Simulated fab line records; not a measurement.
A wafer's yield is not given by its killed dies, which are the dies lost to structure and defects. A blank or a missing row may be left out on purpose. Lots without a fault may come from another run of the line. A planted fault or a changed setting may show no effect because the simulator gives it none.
Matching of chambers / flow gf180mcu / cmp-02 running GF_V4_CMP_04: 4 sister chambers
The step polishes SiO2. 8 wafers are shown with their chamber, then 12 later ones without.

== EACH WAFER AND ITS CHAMBER ==
wafer=L086.4; chamber=2; motorCurrentA (A)=13.0; timeToEndpointS (s)=73
wafer=L087.2; chamber=2; motorCurrentA (A)=11.4; timeToEndpointS (s)=72
wafer=L091.1; chamber=1; motorCurrentA (A)=12.1; timeToEndpointS (s)=74
wafer=L091.3; chamber=0; motorCurrentA (A)=12.0; timeToEndpointS (s)=72
wafer=L091.5; chamber=3; motorCurrentA (A)=14.0; timeToEndpointS (s)=66
wafer=L093.2; chamber=0; motorCurrentA (A)=12.3; timeToEndpointS (s)=82
wafer=L093.3; chamber=1; motorCurrentA (A)=11.7; timeToEndpointS (s)=81
wafer=L093.6; chamber=3; motorCurrentA (A)=13.1; timeToEndpointS (s)=82

== WAFERS MISSING THEIR CHAMBER ==
wafer=L094.1; motorCurrentA (A)=14.6; timeToEndpointS (s)=66
wafer=L094.4; motorCurrentA (A)=11.8; timeToEndpointS (s)=85
wafer=L094.6; motorCurrentA (A)=13.4; timeToEndpointS (s)=72
wafer=L095.2; motorCurrentA (A)=13.4; timeToEndpointS (s)=65
wafer=L095.4; motorCurrentA (A)=12.0; timeToEndpointS (s)=66
wafer=L095.6; motorCurrentA (A)=13.9; timeToEndpointS (s)=71
wafer=L096.2; motorCurrentA (A)=12.3; timeToEndpointS (s)=77
wafer=L096.3; motorCurrentA (A)=12.1; timeToEndpointS (s)=61
wafer=L096.4; motorCurrentA (A)=11.2; timeToEndpointS (s)=80
wafer=L097.1; motorCurrentA (A)=11.7; timeToEndpointS (s)=83
wafer=L097.2; motorCurrentA (A)=11.6; timeToEndpointS (s)=80
wafer=L097.6; motorCurrentA (A)=12.3; timeToEndpointS (s)=91

== EACH ONE'S CHAMBER ==
wafer=L094.1; from the rows above=can't be placed: 3 or 2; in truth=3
wafer=L094.4; from the rows above=can't be placed: 1 or 0 or 2 or 3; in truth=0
wafer=L094.6; from the rows above=can't be placed: 3 or 2 or 0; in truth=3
wafer=L095.2; from the rows above=can't be placed: 3 or 2 or 0 or 1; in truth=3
wafer=L095.4; from the rows above=can't be placed: 2 or 0 or 1 or 3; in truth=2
wafer=L095.6; from the rows above=can't be placed: 3 or 2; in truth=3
wafer=L096.2; from the rows above=can't be placed: 0 or 1 or 2 or 3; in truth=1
wafer=L096.3; from the rows above=can't be placed: 2 or 0 or 1 or 3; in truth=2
wafer=L096.4; from the rows above=can't be placed: 1 or 0 or 2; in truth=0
wafer=L097.1; from the rows above=can't be placed: 1 or 0 or 2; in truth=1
wafer=L097.2; from the rows above=can't be placed: 1 or 0 or 2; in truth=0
wafer=L097.6; from the rows above=can't be placed: 0 or 1 or 2 or 3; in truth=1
Correctly placed: 0 of 12. Cannot be placed on the basis of these rows: 12; the candidates contain the true chamber in 12. Wrongly placed: 0.
How it was worked out, from the rows above alone: a wafer's distance from a chamber is the root of the sum, over the readings, of the square of ((its reading less the chamber's mean) divided by the reading's scatter). If the next closest chamber is less than 2 further off than the closest, the wafer can't be placed; otherwise it belongs to the closest. The mean given for a chamber averages the wafers shown for that chamber. The scatter: the root of (the sum of the squares of (reading less its chamber's mean) over the shown wafers, divided by (wafers less chambers)).
